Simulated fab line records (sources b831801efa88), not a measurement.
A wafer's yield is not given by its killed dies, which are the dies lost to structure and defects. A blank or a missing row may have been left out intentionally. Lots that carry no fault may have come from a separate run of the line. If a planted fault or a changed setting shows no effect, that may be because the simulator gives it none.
Problem report in the 8D (eight disciplines) form, filled by code ; flow gf180mcu ; the parts of the form that need people (team, actions taken, sign-off) are left out

## 1. WHAT IS WRONG
Wafers without a fault read 5.001e+13, standard deviation 5.4e+10; doseIonsCm2 at GF_HV_LDD_IMPLANT_21 reads a mean of 4.772e+13 on 6 wafers belonging to 2 lots. Relative to the usual mean, that is a shift of -42 standard deviations.
Earliest sighting: wafer L387.1 on implanter-04 at day 16 03:01. Wafers with a number at this step in the record: 17, from 6 lots. The rule behind "out" and "out of limits": a value lying over 4 standard deviations away from the usual mean. The rest of the wafers with a number are treated as sound.

## 2. WHAT THIS IS AND IS NOT
question;is;is not
which readings at this step;doseIonsCm2;-
which lots;L387, L391;L373, L381, L388, L389
which wafers of those lots;all that have a number;-
read on which tools;implanter-04;implanter-02, implanter-03
when;from day 16 03:01;"up to then (5 sound wafers); but 6 sound wafers of L388, L389 came after"

## 3. THE SUSPECTS, EACH WITH WHAT RULES IT OUT
Counting: any tool at a process step up to the reading is kept as a suspect provided that every lot that is out went through it and no sound lot did after the first of them.
- plasmaAsher-01 at GF_HV_LDD_STRIP_10 (strips in O2/N2): kept. It processed each lot that is out, first L387 at day 15 05:06, and no sound lot thereafter; up to then, the last sound lot it processed was L381 at day 13 07:14.
- implanter-04 at GF_HV_LDD_IMPLANT_21: kept. It processed each lot that is out, first L387 at day 16 03:01, and no sound lot thereafter; up to then, the last sound lot it processed was L373 at day 11 16:13. Out on those wafers are its own readings of doseIonsCm2.
Remaining after the count are plasmaAsher-01 at GF_HV_LDD_STRIP_10 and implanter-04 at GF_HV_LDD_IMPLANT_21.

## 4. THE CAUSE (what the simulator had put in)
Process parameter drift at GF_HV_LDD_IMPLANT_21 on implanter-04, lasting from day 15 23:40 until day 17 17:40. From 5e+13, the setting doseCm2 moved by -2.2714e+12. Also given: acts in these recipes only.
Of the 2 suspects that counting leaves, this tool is one.

## 5. THE EFFECT CHAIN, in route order
One row per reading whose mean, taken over the struck wafers that have a number, lies over 3 standard deviations from the usual. Only readings whose record carries a usual standard deviation are examined. hours: median over the lots of the time between each lot's start at the first step of this table that gives one and its start at this step. sigmas: the change, counted in usual standard deviations.
hours;step;reading;usual;on struck wafers;change;sigmas
0;GF_HV_LDD_IMPLANT_21;doseIonsCm2;5.001e+13;4.772e+13;-2.287e+12;-42
It contains these process steps:
- GF_HV_LDD_IMPLANT_21

## 6. WHAT WOULD HAVE CAUGHT IT SOONER
In this record no reading fell out of limits until day 16 03:01, 3 hours after the fault had begun at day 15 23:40.
